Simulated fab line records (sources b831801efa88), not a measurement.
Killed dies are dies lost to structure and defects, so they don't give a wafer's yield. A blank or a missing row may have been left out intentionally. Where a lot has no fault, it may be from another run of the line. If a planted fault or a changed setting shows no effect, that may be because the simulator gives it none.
Which tool did it?	flow sky130	36 wafers from 12 lots sampled at 4 of the route's 708 steps

## WHAT EACH GAUGE READ, for each wafer
SKY_PASSIVATION_THK_MEAS_01.
lot	measured	on	PASSIVATION_CVD_00_THK (nm)
L717	day 43 19:00	film metro-02	88.3 88.9 89.5
L719	day 44 10:40	film metro-04	90.5 89.2 90.8
L720	day 44 16:04	film metro-02	89.4 91.4 90.0
L724	day 46 04:07	film metro-01	89.2 88.4 88.9
L723	day 46 06:11	film metro-02	89.0 90.2 91.0
L725	day 46 09:04	film metro-02	90.3 92.1 91.1
L726	day 46 15:51	film metro-02	88.6 90.4 90.2
L727	day 46 21:23	film metro-01	90.4 91.7 89.5
L732	day 47 22:13	film metro-04	90.5 90.0 90.8
L734	day 48 13:02	film metro-01	89.2 89.1 89.1
L735	day 48 18:19	film metro-04	89.7 89.6 90.3
L737	day 49 05:41	film metro-02	89.2 89.3 91.2

SKY_PASSIVATION_THK_MEAS_03.
lot	measured	on	PASSIVATION_CVD_02_THK (nm)
L717	day 43 19:17	film metro-04	533 546 546
L719	day 44 10:58	film metro-02	550 545 548
L720	day 44 16:21	film metro-02	544 548 550
L724	day 46 04:31	film metro-01	531 530 537
L723	day 46 06:28	film metro-02	544 551 556
L725	day 46 09:22	film metro-01	536 552 542
L726	day 46 16:08	film metro-02	529 540 537
L727	day 46 21:40	film metro-04	535 544 531
L732	day 47 22:31	film metro-01	539 535 546
L734	day 48 13:19	film metro-04	538 545 546
L735	day 48 18:37	film metro-02	541 554 549
L737	day 49 05:58	film metro-01	541 531 541

## EACH LOT AND THE TOOL THAT RAN IT (in order: tool; ch and the chambers of the sampled wafers; start)
lot	SKY_METAL2_STRIP_20	SKY_METAL5_SPUTTER_04
L717	plasma asher-04 ch 0,1, day 35 04:51	pvd sputter-04, day 42 19:20
L719	plasma asher-04 ch 0,1, day 35 19:20	pvd sputter-04, day 43 11:19
L720	plasma asher-04 ch 0,1, day 36 04:18	pvd sputter-02, day 43 17:08
L724	plasma asher-04 ch 0,1, day 37 21:05	pvd sputter-04, day 45 06:26
L723	plasma asher-02 ch 0,1, day 38 01:37	pvd sputter-04, day 45 09:10
L725	plasma asher-02 ch 0,1, day 38 03:59	pvd sputter-03, day 45 12:10
L726	plasma asher-01 ch 0,1, day 38 10:32	pvd sputter-04, day 45 18:14
L727	plasma asher-01 ch 0,1, day 38 19:21	pvd sputter-04, day 46 00:15
L732	plasma asher-01 ch 0,1, day 40 03:20	pvd sputter-03, day 47 02:05
L734	plasma asher-01 ch 1, day 40 21:51	pvd sputter-04, day 47 17:19
L735	plasma asher-01 ch 1, day 41 04:25	pvd sputter-02, day 47 22:31
L737	plasma asher-02 ch 0, day 41 16:57	pvd sputter-03, day 48 11:16
- SKY_METAL2_STRIP_20: strips in O2/N2.
- SKY_METAL5_SPUTTER_04: material TiN, target thk 70 nm, time 58.3 s.

## AS READ BY THE TOOLS THEMSELVES (means over the sampled wafers that have a number; for cases with no such wafer, the mark the record gives instead)
SKY_METAL2_STRIP_20.
lot	tool	drypump motor current A (A)	o2 flow sccm (sccm)	oes product au (a.u.)	strip time to endpoint s (s)
L717	plasma asher-04	6.1	3007	0.343	2.73
L719	plasma asher-04	6.1	2999	0.343	2.70
L720	plasma asher-04	5.9	3005	0.343	2.69
L724	plasma asher-04	6.1	3004	0.342	2.64
L723	plasma asher-02	5.6	3003	0.344	2.70
L725	plasma asher-02	5.4	2998	0.343	2.74
L726	plasma asher-01	5.4	3000	0.350	2.74
L727	plasma asher-01	5.4	3000	0.344	2.67
L732	plasma asher-01	5.4	3002	0.342	2.68
L734	plasma asher-01	5.5	3001	0.338	2.69
L735	plasma asher-01	5.6	2992	0.338	2.67
L737	plasma asher-02	5.9	3010	0.344	2.74

SKY_METAL5_SPUTTER_04.
lot	tool	chamber pressure pa (Pa)	throttle valve pct (%)
L717	pvd sputter-04	0.4004	30.1
L719	pvd sputter-04	0.4003	30.0
L720	pvd sputter-02	0.3995	29.8
L724	pvd sputter-04	0.4002	29.9
L723	pvd sputter-04	0.4009	30.1
L725	pvd sputter-03	0.3996	31.3
L726	pvd sputter-04	0.4001	29.8
L727	pvd sputter-04	0.3997	30.4
L732	pvd sputter-03	0.4003	29.6
L734	pvd sputter-04	0.4002	30.0
L735	pvd sputter-02	0.4004	29.9
L737	pvd sputter-03	0.3998	30.6

## THE ANSWER, worked out from the rows above alone
Rule: usual is defined by the lots themselves. The widest of any qualifying gaps counts: lots, ordered by their means at a reading, are off when they make up no more than a third of the lots, leave a main group of 4 or more, and stand apart from it by 3 or more times the standard deviation of that group's means. The tables above print the reading to a certain number of digits; a main group whose means all agree to those digits is not used. A lot without any number at a reading at which 4 lots or more have one is off too. Any other lot the step has rows for is counted as sound. First the gauges in route order, then the tools' own readings, where a lot's mean is used as printed above. At the first step where some lot is off, the reading lying furthest off is the one used; lots without a number count as furthest.
Nothing can be told from this: no lot is off at any reading shown.

## WHAT THE SIMULATOR HAD INSERTED
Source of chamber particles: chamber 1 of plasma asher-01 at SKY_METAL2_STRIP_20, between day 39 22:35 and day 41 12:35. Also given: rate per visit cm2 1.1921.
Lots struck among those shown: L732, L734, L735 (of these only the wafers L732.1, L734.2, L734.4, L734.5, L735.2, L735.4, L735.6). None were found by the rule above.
